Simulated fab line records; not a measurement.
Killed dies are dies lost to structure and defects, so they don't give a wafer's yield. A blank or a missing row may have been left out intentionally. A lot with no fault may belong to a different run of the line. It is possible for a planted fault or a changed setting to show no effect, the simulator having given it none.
What tool caused it? + flow gf180mcu + 13 lots with 39 wafers sampled at 5 steps, on a route of 602 steps

== WHAT EACH GAUGE READ, for each wafer ==
GF_HV_LDD_CD_MEAS_19: the cd target is 400 nm. Usual: cd_nm reads 399.8 nm (standard deviation 2.6).
| lot  | measured     | on        | cd_nm (nm)        | flag |
|------|--------------|-----------|-------------------|------|
| L258 | day 11 02:08 | cd_sem-02 | 400.6 401.1 400.9 |      |
| L259 | day 11 08:50 | cd_sem-01 | 401.6 397.8 400.2 |      |
| L260 | day 11 20:19 | cd_sem-02 | 397.3 400.6 398.6 |      |
| L262 | day 12 09:44 | cd_sem-01 | - - -             | OFF  |
| L265 | day 13 02:07 | cd_sem-02 | - - -             | OFF  |
| L271 | day 15 03:11 | cd_sem-02 | 401.5 401.6 401.8 |      |
| L272 | day 15 12:05 | cd_sem-02 | 399.1 399.1 396.1 |      |
| L273 | day 15 21:12 | cd_sem-01 | 400.1 401.5 400.0 |      |
| L274 | day 16 03:38 | cd_sem-02 | 396.3 395.8 396.2 |      |
| L275 | day 16 10:59 | cd_sem-01 | 398.7 396.0 397.7 |      |
| L276 | day 16 16:19 | cd_sem-02 | 401.6 404.0 402.8 |      |
| L279 | day 18 01:53 | cd_sem-02 | 400.0 399.4 399.7 |      |
| L280 | day 18 01:53 | cd_sem-01 | 395.3 397.2 396.6 |      |

GF_HV_LDD_OVL_MEAS_20. Usual: HV_LDD_01_OVL gives 0.9 nm (standard deviation 1.6).
| lot  | measured     | on         | HV_LDD_01_OVL (nm) | flag |
|------|--------------|------------|--------------------|------|
| L258 | day 11 02:16 | overlay-02 | 2.7 4.6 3.3        |      |
| L259 | day 11 08:58 | overlay-01 | 3.8 3.0 1.9        |      |
| L260 | day 11 20:25 | overlay-02 | -1.4 -1.7 0.8      |      |
| L262 | day 12 09:49 | overlay-02 | - - -              | OFF  |
| L265 | day 13 02:13 | overlay-01 | - - -              | OFF  |
| L271 | day 15 03:18 | overlay-02 | 3.4 1.1 1.0        |      |
| L272 | day 15 12:12 | overlay-01 | 0.6 2.2 0.9        |      |
| L273 | day 15 21:18 | overlay-02 | 2.8 3.5 4.9        |      |
| L274 | day 16 03:45 | overlay-01 | 0.1 -1.7 2.3       |      |
| L275 | day 16 11:06 | overlay-02 | -0.1 1.0 1.1       |      |
| L276 | day 16 16:26 | overlay-02 | 2.1 1.6 0.2        |      |
| L279 | day 18 02:00 | overlay-01 | 0.1 -0.6 2.3       |      |
| L280 | day 18 02:00 | overlay-02 | 2.0 0.7 1.1        |      |

GF_HV_LDD_TW_MEAS_23. Usual: HV_LDD_2_TW gives 1056 (standard deviation 13).
| lot  | measured     | on            | HV_LDD_2_TW    | flag |
|------|--------------|---------------|----------------|------|
| L258 | day 11 02:32 | film_metro-03 | 1076 1072 1077 |      |
| L259 | day 11 09:14 | film_metro-01 | 1045 1047 1046 |      |
| L260 | day 11 20:42 | film_metro-04 | 1052 1050 1052 |      |
| L262 | day 12 10:07 | film_metro-01 | 30 30 30       | OFF  |
| L265 | day 13 02:30 | film_metro-01 | 30 30 30       | OFF  |
| L271 | day 15 03:35 | film_metro-01 | 1045 1045 1043 |      |
| L272 | day 15 12:29 | film_metro-01 | 1047 1039 1042 |      |
| L273 | day 15 21:35 | film_metro-04 | 1039 1041 1041 |      |
| L274 | day 16 04:02 | film_metro-04 | 1052 1045 1050 |      |
| L275 | day 16 11:23 | film_metro-01 | 1050 1046 1048 |      |
| L276 | day 16 16:44 | film_metro-04 | 1050 1047 1048 |      |
| L279 | day 18 02:17 | film_metro-03 | 1068 1062 1067 |      |
| L280 | day 18 02:19 | film_metro-04 | 1051 1045 1046 |      |

GF_CONTACT_THK_MEAS_03. Usual: CONTACT_CVD_02_THK gives 859 nm (standard deviation 14).
| lot  | measured     | on            | CONTACT_CVD_02_THK (nm) | flag |
|------|--------------|---------------|-------------------------|------|
| L258 | day 15 11:32 | film_metro-04 | 839 854 871             |      |
| L259 | day 15 18:26 | film_metro-01 | 855 860 879             |      |
| L260 | day 16 08:07 | film_metro-04 | 844 871 879             |      |
| L271 | day 20 03:49 | film_metro-03 | 865 874 887             |      |
| L272 | day 20 14:58 | film_metro-03 | 836 823 836             |      |
| L273 | day 20 22:33 | film_metro-04 | 860 882 849             |      |
| L274 | day 21 07:35 | film_metro-01 | 840 858 869             |      |
| L275 | day 21 15:23 | film_metro-03 | 829 847 866             |      |
| L276 | day 21 21:55 | film_metro-03 | 838 849 868             |      |
| L279 | day 23 07:17 | film_metro-01 | 855 836 860             |      |
| L280 | day 23 07:43 | film_metro-04 | 834 851 852             |      |

== EACH LOT AND THE TOOL THAT RAN IT (in order: tool; ch and the chambers of the sampled wafers; start) ==
| lot  | GF_HV_LDD_DEVELOP_18              |
|------|-----------------------------------|
| L258 | litho_track-02 ch 0, day 11 01:59 |
| L259 | litho_track-02 ch 0, day 11 08:41 |
| L260 | litho_track-02 ch 0, day 11 20:10 |
| L262 | litho_track-02 ch 0, day 12 09:35 |
| L265 | litho_track-02 ch 0, day 13 01:58 |
| L271 | litho_track-04 ch 0, day 15 03:02 |
| L272 | litho_track-04 ch 0, day 15 11:56 |
| L273 | litho_track-04 ch 0, day 15 21:03 |
| L274 | litho_track-04 ch 0, day 16 03:29 |
| L275 | litho_track-02 ch 0, day 16 10:50 |
| L276 | litho_track-01 ch 0, day 16 16:10 |
| L279 | litho_track-04 ch 0, day 18 01:44 |
| L280 | litho_track-02 ch 0, day 18 01:44 |
- GF_HV_LDD_DEVELOP_18: develop time 60 s.

== WHAT THE TOOLS THEMSELVES READ (means of the sampled wafers that have a number; where no wafer has one, the mark that the record gives instead) ==
GF_HV_LDD_DEVELOP_18. Usual: resist_line_temp_C reads 23.00 C (standard deviation 0.1).
| lot  | tool           | resist_line_temp_C (C) | flag |
|------|----------------|------------------------|------|
| L258 | litho_track-02 | 23.07                  |      |
| L259 | litho_track-02 | 23.08                  |      |
| L260 | litho_track-02 | 22.96                  |      |
| L262 | litho_track-02 | 23.00                  |      |
| L265 | litho_track-02 | 22.97                  |      |
| L271 | litho_track-04 | 23.03                  |      |
| L272 | litho_track-04 | 23.10                  |      |
| L273 | litho_track-04 | 23.11                  |      |
| L274 | litho_track-04 | 23.07                  |      |
| L275 | litho_track-02 | 22.96                  |      |
| L276 | litho_track-01 | 23.02                  |      |
| L279 | litho_track-04 | 22.99                  |      |
| L280 | litho_track-02 | 22.91                  |      |

== THE ANSWER, worked out from the rows above alone ==
Rule: a lot counts as off when the mean over its wafers that have a number is more than 3 standard deviations away from the usual mean. Also off: a lot with no number at a reading for which 4 or more lots have one. Any other lot the step has rows for is counted as sound. First the gauges in route order, then the tools' own readings, where a lot's mean is used as printed above. The first step at which some lot is off is used, and at that step the reading that is off furthest; a lot without a number counts as furthest.
Off: L262, L265, at GF_HV_LDD_CD_MEAS_19 (cd_nm). Without a number there: L262, L265.
A tool fits if, at a process step before that reading, it ran every lot that is off, and no sound lot after the first of them. Not tried: the gauges at GF_HV_LDD_CD_MEAS_19; whatever is off there is also off at GF_HV_LDD_OVL_MEAS_20, on other tools, and gauge error can't account for it. None of those tried fits.

== WHAT THE SIMULATOR HAD INSERTED ==
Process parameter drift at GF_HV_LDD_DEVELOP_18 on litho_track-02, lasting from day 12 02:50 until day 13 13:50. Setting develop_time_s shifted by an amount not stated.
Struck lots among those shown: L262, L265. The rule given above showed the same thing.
